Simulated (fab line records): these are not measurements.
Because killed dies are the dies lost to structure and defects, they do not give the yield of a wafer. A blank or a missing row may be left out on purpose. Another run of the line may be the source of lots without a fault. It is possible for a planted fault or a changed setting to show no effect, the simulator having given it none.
The tool behind it: which one? + flow sky130 + 11 lots, 33 wafers sampled, at 5 steps of a route of 708

## WHAT THE GAUGES READ, wafer by wafer
SKY_FIELD_ISO_THK_MEAS_23.
| lot  | measured    | on            | FIELD_ISO_OXIDATION_01_THK (nm) |
|------|-------------|---------------|---------------------------------|
| L309 | day 2 11:07 | film-metro-04 | 9.95 9.80 10.00                 |
| L310 | day 2 13:41 | film-metro-04 | 9.96 9.90 10.10                 |
| L311 | day 2 21:47 | film-metro-03 | 10.09 9.91 9.91                 |
| L315 | day 3 17:16 | film-metro-01 | 10.04 10.11 10.07               |
| L316 | day 3 20:43 | film-metro-01 | 10.01 10.15 9.87                |
| L317 | day 4 01:54 | film-metro-04 | 10.12 10.06 10.13               |
| L320 | day 4 17:01 | film-metro-01 | 9.90 9.85 10.13                 |
| L321 | day 4 22:56 | film-metro-04 | 9.88 9.73 9.86                  |
| L322 | day 5 05:52 | film-metro-03 | 9.95 9.81 9.64                  |
| L328 | day 6 13:34 | film-metro-04 | 9.94 9.87 9.94                  |
| L331 | day 7 02:16 | film-metro-03 | 9.87 9.96 10.00                 |

SKY_FIELD_ISO_THK_MEAS_25.
| lot  | measured    | on            | FIELD_ISO_CVD_24_THK (nm) |
|------|-------------|---------------|---------------------------|
| L309 | day 2 11:14 | film-metro-01 | 590 588 583               |
| L310 | day 2 13:49 | film-metro-03 | 606 600 595               |
| L311 | day 2 21:55 | film-metro-01 | 590 592 597               |
| L315 | day 3 17:23 | film-metro-04 | 590 594 600               |
| L316 | day 3 20:51 | film-metro-01 | 609 607 611               |
| L317 | day 4 02:02 | film-metro-03 | 605 601 613               |
| L320 | day 4 17:09 | film-metro-04 | 603 603 591               |
| L321 | day 4 23:04 | film-metro-01 | 593 595 590               |
| L322 | day 5 06:00 | film-metro-01 | 596 604 596               |
| L328 | day 6 13:41 | film-metro-03 | 600 593 590               |
| L331 | day 7 02:24 | film-metro-01 | 599 614 600               |

SKY_NWELL_THK_MEAS_02.
| lot  | measured    | on            | NWELL_OXIDATION_THK (nm) |
|------|-------------|---------------|--------------------------|
| L309 | day 2 18:07 | film-metro-03 | 10.05 9.95 10.24         |
| L310 | day 2 20:55 | film-metro-01 | 9.83 9.90 9.84           |
| L311 | day 3 04:02 | film-metro-03 | 9.98 9.88 9.95           |
| L315 | day 3 23:47 | film-metro-01 | 10.21 9.98 9.96          |
| L316 | day 4 01:12 | film-metro-03 | 9.93 9.82 9.87           |
| L317 | day 4 07:31 | film-metro-01 | 9.91 9.72 9.71           |
| L320 | day 4 22:51 | film-metro-01 | 10.16 10.31 10.07        |
| L321 | day 5 07:16 | film-metro-03 | 10.00 9.72 9.98          |
| L322 | day 5 14:42 | film-metro-02 | 10.07 10.25 10.19        |
| L328 | day 6 21:37 | film-metro-02 | 9.81 9.88 9.90           |
| L331 | day 7 07:21 | film-metro-02 | 10.28 10.17 10.11        |

## WHICH TOOL RAN EACH LOT (tool, then ch and the chambers of the sampled wafers, then the start)
| lot  | SKY_FIELD_ISO_ETCH_14             | SKY_FIELD_ISO_STRIP_16              |
|------|-----------------------------------|-------------------------------------|
| L309 | rie-diel-04 ch 1,2,3, day 2 04:58 | plasma-asher-03 ch 0,1, day 2 05:04 |
| L310 | rie-diel-01 ch 0,1,3, day 2 10:23 | plasma-asher-02 ch 0,1, day 2 10:29 |
| L311 | rie-diel-04 ch 1,2, day 2 19:01   | plasma-asher-04 ch 0,1, day 2 19:07 |
| L315 | rie-diel-04 ch 1,2,3, day 3 14:44 | plasma-asher-03 ch 0,1, day 3 14:50 |
| L316 | rie-diel-04 ch 0,2,3, day 3 18:02 | plasma-asher-02 ch 0,1, day 3 18:08 |
| L317 | rie-diel-02 ch 0,1,2, day 3 23:35 | plasma-asher-04 ch 0,1, day 3 23:41 |
| L320 | rie-diel-01 ch 1,2,3, day 4 14:56 | plasma-asher-04 ch 0,1, day 4 15:02 |
| L321 | rie-diel-04 ch 0,2,3, day 4 21:04 | plasma-asher-03 ch 0,1, day 4 21:10 |
| L322 | rie-diel-04 ch 0,1,2, day 5 01:37 | plasma-asher-04 ch 0,1, day 5 01:43 |
| L328 | rie-diel-01 ch 1,2, day 6 09:58   | plasma-asher-03 ch 0,1, day 6 10:06 |
| L331 | rie-diel-02 ch 0,1,2, day 7 00:33 | plasma-asher-03 ch 0,1, day 7 00:39 |
- SKY_FIELD_ISO_ETCH_14: etches BARC in N2/H2, stops on SiO2, time 45.9 s, target depth 60 nm.
- SKY_FIELD_ISO_STRIP_16: strips in O2/N2.

## WHAT THE TOOLS THEMSELVES READ (means of the sampled wafers that have a number; where no wafer has one, the mark that the record gives instead)
SKY_FIELD_ISO_ETCH_14.
| lot  | tool        | chamber-pressure-mTorr (mTorr) | drypump-motor-current-A (A) | oes-product-au (a.u.) | throttle-valve-pct (%) |
|------|-------------|--------------------------------|-----------------------------|-----------------------|------------------------|
| L309 | rie-diel-04 | 30.016                         | 5.4                         | 0.850                 | 13.230                 |
| L310 | rie-diel-01 | 30.016                         | 6.0                         | 0.855                 | 13.224                 |
| L311 | rie-diel-04 | 29.975                         | 5.0                         | 0.853                 | 13.229                 |
| L315 | rie-diel-04 | 29.999                         | 5.4                         | 0.851                 | 13.227                 |
| L316 | rie-diel-04 | 29.973                         | 5.8                         | 0.851                 | 13.234                 |
| L317 | rie-diel-02 | 30.032                         | 5.4                         | 0.853                 | 13.220                 |
| L320 | rie-diel-01 | 30.005                         | 6.0                         | 0.857                 | 13.228                 |
| L321 | rie-diel-04 | 29.977                         | 5.8                         | 0.841                 | 13.221                 |
| L322 | rie-diel-04 | 29.993                         | 5.5                         | 0.841                 | 13.220                 |
| L328 | rie-diel-01 | 29.993                         | 6.0                         | 0.851                 | 13.225                 |
| L331 | rie-diel-02 | 29.994                         | 5.4                         | 0.855                 | 13.225                 |

SKY_FIELD_ISO_STRIP_16.
| lot  | tool            | chamber-pressure-mTorr (mTorr) | drypump-motor-current-A (A) | o2-flow-sccm (sccm) | oes-product-au (a.u.) | strip-time-to-endpoint-s (s) |
|------|-----------------|--------------------------------|-----------------------------|---------------------|-----------------------|------------------------------|
| L309 | plasma-asher-03 | 1498.9                         | 5.6                         | 3001                | 0.382                 | 3.51                         |
| L310 | plasma-asher-02 | 1499.9                         | 5.3                         | 3010                | 0.381                 | 3.52                         |
| L311 | plasma-asher-04 | 1499.3                         | 6.2                         | 3002                | 0.380                 | 3.50                         |
| L315 | plasma-asher-03 | 1499.2                         | 5.9                         | 2991                | 0.381                 | 3.56                         |
| L316 | plasma-asher-02 | 1501.5                         | 5.3                         | 3001                | 0.375                 | 3.53                         |
| L317 | plasma-asher-04 | 1500.1                         | 6.2                         | 2993                | 0.374                 | 3.50                         |
| L320 | plasma-asher-04 | 1501.4                         | 6.3                         | 3010                | 0.378                 | 3.54                         |
| L321 | plasma-asher-03 | 1498.9                         | 5.6                         | 3007                | 0.375                 | 3.60                         |
| L322 | plasma-asher-04 | 1499.9                         | 6.3                         | 3014                | 0.379                 | 3.62                         |
| L328 | plasma-asher-03 | 1500.8                         | 5.9                         | 2999                | 0.381                 | 3.55                         |
| L331 | plasma-asher-03 | 1500.8                         | 5.7                         | 3007                | 0.376                 | 3.53                         |

## THE ANSWER, worked out from the rows above alone
Rule: what is usual is taken from the lots themselves. The widest of any qualifying gaps counts: lots, ordered by their means at a reading, are off when they make up no more than a third of the lots, leave a main group of 4 or more, and stand apart from it by 3 or more times the standard deviation of that group's means. A main group is skipped when, at the precision printed for the reading in the tables above, its means are all equal. A lot without any number at a reading at which 4 lots or more have one is off too. Where the step has rows for the other lots, those lots are counted as sound. The gauges are gone through in route order, then the tools' own readings, and for those a lot's mean is taken as printed above. The first step at which some lot is off is used, and at that step the reading that is off furthest; a lot without a number counts as furthest.
Off: L321, L322, at SKY_FIELD_ISO_ETCH_14 (oes-product-au). The main group has a mean of 0.853 a.u. with a standard deviation of 0.0022.
A tool fits if, at that step or a process step before it, it ran every lot that is off, and no sound lot after the first of them. One fits: rie-diel-04 at SKY_FIELD_ISO_ETCH_14. Its last sound lot is L316 (day 3 18:02), its first lot that is off L321 (day 4 21:04): a fault that began between those two fits.
On the lots that are off, the tool's own readings at SKY_FIELD_ISO_ETCH_14 differ by more than 5 times the standard deviation of the sound lots' means, which bears it out; oes-product-au reads 0.841 a.u. there versus 0.853 a.u. on the sound lots.

## WHAT HAD BEEN PUT IN BY THE SIMULATOR
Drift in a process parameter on rie-diel-04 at SKY_FIELD_ISO_ETCH_14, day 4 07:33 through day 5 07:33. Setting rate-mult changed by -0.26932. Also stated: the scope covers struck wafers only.
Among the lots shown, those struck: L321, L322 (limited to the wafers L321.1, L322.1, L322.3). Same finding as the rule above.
